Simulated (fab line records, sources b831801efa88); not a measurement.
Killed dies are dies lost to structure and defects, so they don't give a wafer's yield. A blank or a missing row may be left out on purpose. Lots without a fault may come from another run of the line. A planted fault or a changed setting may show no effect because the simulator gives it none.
A struck lot beside a sound one | flow sky130 | 15 steps out of a route of 708
Sound: wafers L613.3, L613.5, L613.6. Struck: wafer L621.4. (L621.2, L621.3 of the same lot were not struck and are left out.) The cause comes at the end.
At each step with rows: each side's tool, then ch and its chambers, then its first start. Under that, the readings that differ: sound wafers | struck wafers | difference of the means | sigmas: that difference in standard deviations of wafers without a fault.
alike: readings whose means differ by less than 2 such deviations, and words and numbers that are the same on both sides. not compared: withheld readings, readings that some wafer has no value for, bounds like >300 that may hide the same value, and numbers for which the record gives no deviation and whose values overlap.
The two part at a step that has a row with sigmas, a row that says differs or no value, or rows on one side only. Numbers that don't overlap but have no deviation are shown without sigmas and don't part them. A reading that every wafer of one side lacks parts them only if that side has two wafers or more.

SKY_VIA2_CD_MEAS_12: target cd 200 nm.
  sound on cd_sem-01, day 38 20:20; struck on cd_sem-01, day 41 03:04
  alike: cd_nm
SKY_VIA2_OVL_MEAS_13:
  sound on overlay-02, day 38 20:25; struck on overlay-01, day 41 03:11
  alike: VIA2_OVL
SKY_VIA2_ETCH_14: etches BARC in N2/H2, stops on SiO2, time 45.9 s, target depth 60 nm.
  sound on rie_diel-01 ch 0,3, day 38 20:27; struck on rie_diel-01 ch 3, day 41 03:13
  alike: drypump_motor_current_A, h2_flow_sccm, oes_product_au, throttle_valve_pct
  not compared: rf_hours_counter_h
SKY_VIA2_ETCH_15: etches SiO2 in C4F8/O2/Ar, stops on TiN, target depth 546 nm, time 84 s.
  sound on rie_diel-01 ch 0,3, day 38 20:29; struck on rie_diel-01 ch 3, day 41 03:15
  alike: oes_product_au
  not compared: rf_hours_counter_h
SKY_VIA2_STRIP_16: strips in O2/N2.
  sound on plasma_asher-02 ch 0,1, day 38 20:35; struck on plasma_asher-04 ch 1, day 41 03:19
  reading                      | sound             | struck | difference | sigmas
  strip_time_to_endpoint_s (s) | 3.991 4.038 3.976 | 4.056  | +0.054     | +2
  alike: drypump_motor_current_A, oes_product_au
  not compared: rf_hours_counter_h
then, 4 steps without rows for these wafers: SKY_VIA2_STRIP_17 (strips in post etch residue remover, time 1200 s); SKY_VIA2_CLEAN_18 (cleans in IPA, time 180 s); SKY_VIA2_CLEAN_19 (cleans in O3/DIW); SKY_VIA2_SPUTTER_20 (material TiN, target thk 20 nm, time 80 s).
SKY_VIA2_CVD_21: deposits W, target thk 420 nm, time 126.4 s.
  sound on cvd_w-02 ch 0,1, day 38 21:20; struck on cvd_w-01 ch 1, day 41 03:58
  reading                  | sound       | struck | difference | sigmas
  heater_power_outer_w (W) | 561 574 529 | 430    | -125       | -2
  heater_power_w (W)       | 900 889 932 | 690    | -217       | -3
SKY_VIA2_RS_MEAS_22: measures by four-point-probe.
  sound on film_metro-04, day 38 21:28; struck on film_metro-01, day 41 04:07
  alike: VIA2_W_RS
SKY_VIA2_THK_MEAS_23: measures by xrf.
  sound on film_metro-04, day 38 21:34; struck on film_metro-01, day 41 04:13
  alike: VIA2_W_THK
SKY_VIA2_CMP_24: polishes, stops on SiO2, t overpolish 20 s, target thk 0 nm.
  sound on cmp-01 ch 0,1,2, day 38 21:46; struck on cmp-01 ch 1, day 41 04:16
  reading                | sound                | struck | difference | sigmas
  overpolish_run_s (s)   | 20.001 19.992 19.995 | 0.032  | -19.964    | -99 or more
  time_to_endpoint_s (s) | 101 101 103          | 158    | +56        | +18
  alike: motor_current_A, slurry_flow_ml_min
SKY_METAL3_SPUTTER_00: material Ti, target thk 15 nm, time 10 s.
  the record has rows for the sound wafers here (pvd_sputter-03, day 38 21:55) and none for the struck ones
-- the record jumps here: 8 days lie between the struck wafers' starts before and after (it left off in module METAL3 and takes up again in module PAD_OPEN, whose first step shown is number 708 of the route) --
SKY_PAD_OPEN_PROBE_99:
  sound on prober-01, day 47 20:37; struck on prober-02, day 49 13:15
  reading                  | sound          | struck | difference | sigmas
  defect_limited_yield (%) | 81.9 81.1 84.3 | 0      | -82        | -43
  killed_at_M0_to_M3       | 46 48 41       | 453    | +408       | +63
  killed_dies              | 89 93 77       | 492    | +406       | +43
  killed_on_rim            | 14 19 10       | 96     | +82        | +20
  sort_bin_3_pad_short (%) | 0.8 0.4 0.6    | 83.5   | +82.9      | +99 or more
  sort_n_pass              | 403 399 415    | 0      | -406       | -43
  sort_yield_pct (%)       | 81.9 81.1 84.3 | 0      | -82        | -43
  alike: killed_at_M4_up, killed_at_contacts, killed_at_front_end, killed_at_other, killed_open, killed_short, sort_bin_5_function, sort_bin_6_memory

WHERE THEY PART
First at SKY_VIA2_STRIP_16; last, within this record, at SKY_PAD_OPEN_PROBE_99.

WHY: what the simulator had put in
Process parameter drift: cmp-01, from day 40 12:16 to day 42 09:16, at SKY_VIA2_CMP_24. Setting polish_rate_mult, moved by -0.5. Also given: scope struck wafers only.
